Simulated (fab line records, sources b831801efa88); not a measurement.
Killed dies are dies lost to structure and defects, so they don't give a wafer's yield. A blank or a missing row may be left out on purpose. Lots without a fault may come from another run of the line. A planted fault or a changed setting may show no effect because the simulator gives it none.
Chamber matching | flow sky130 | SKY_LI_CONTACT_ETCH_15 on rie_diel-03: 4 sister chambers
The step etches PSG in C4F8/O2/Ar, stops on Si, target depth 600 nm. 18 wafers are shown with their chamber, then 9 later ones without.

WAFERS WITH THEIR CHAMBER
wafer  | chamber | oes_product_au (a.u.) | rf_fwd_power_W (W)
L074.1 | 1       | 0.845                 | 1496
L074.2 | 2       | 0.842                 | 1489
L074.4 | 0       | 0.845                 | 1493
L077.1 | 0       | 0.844                 | 1489
L077.4 | 2       | 0.836                 | 1487
L077.5 | 0       | 0.841                 | 1489
L080.1 | 2       | 0.837                 | 1484
L080.4 | 1       | 0.840                 | 1498
L080.5 | 0       | 0.834                 | 1495
L082.2 | 2       | 0.840                 | 1492
L082.4 | 0       | 0.846                 | 1484
L082.6 | 2       | 0.834                 | 1492
L086.3 | 0       | 0.841                 | 1496
L086.4 | 1       | 0.836                 | 1492
L086.5 | 3       | 0.834                 | 1495
L088.1 | 1       | 0.838                 | 1495
L088.4 | 2       | 0.838                 | 1502
L088.6 | 1       | 0.843                 | 1489

SIGNATURES (means of the wafers above)
reading        | chamber 0 | chamber 1 | chamber 2 | chamber 3 | scatter within a chamber
oes_product_au | 0.84183   | 0.84040   | 0.83783   | 0.83400   | 0.00367
rf_fwd_power_W | 1491.00   | 1494.00   | 1491.00   | 1495.00   | 4.96
Rule: a wafer's distance from a chamber is the root of the sum, over the readings, of the square of ((its reading less the chamber's mean) divided by the reading's scatter). The wafer belongs to the nearest chamber; if the next one is less than 2 further off, it can't be placed. The scatter: the root of (the sum of the squares of (reading less its chamber's mean) over the shown wafers, divided by (wafers less chambers)).

WAFERS WITHOUT THEIR CHAMBER
wafer  | oes_product_au (a.u.) | rf_fwd_power_W (W)
L089.1 | 0.833                 | 1487
L089.3 | 0.835                 | 1493
L089.6 | 0.833                 | 1490
L091.1 | 0.841                 | 1488
L091.2 | 0.839                 | 1499
L091.4 | 0.835                 | 1494
L093.2 | 0.842                 | 1490
L093.3 | 0.841                 | 1491
L093.4 | 0.838                 | 1492

WHICH CHAMBER EACH WENT THROUGH
wafer  | from the rows above               | in truth
L089.1 | can't be placed: 2 or 3 or 1 or 0 | 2
L089.3 | can't be placed: 3 or 2 or 1 or 0 | 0
L089.6 | can't be placed: 3 or 2 or 1 or 0 | 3
L091.1 | can't be placed: 0 or 2 or 1 or 3 | 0
L091.2 | can't be placed: 1 or 3 or 2 or 0 | 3
L091.4 | can't be placed: 3 or 2 or 1 or 0 | 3
L093.2 | can't be placed: 0 or 1 or 2      | 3
L093.3 | can't be placed: 0 or 1 or 2 or 3 | 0
L093.4 | can't be placed: 2 or 1 or 0 or 3 | 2
Placed correctly: 0 of 9. Can't be placed from these rows: 9 (the true chamber is among the candidates in 8). Placed wrongly: 0.
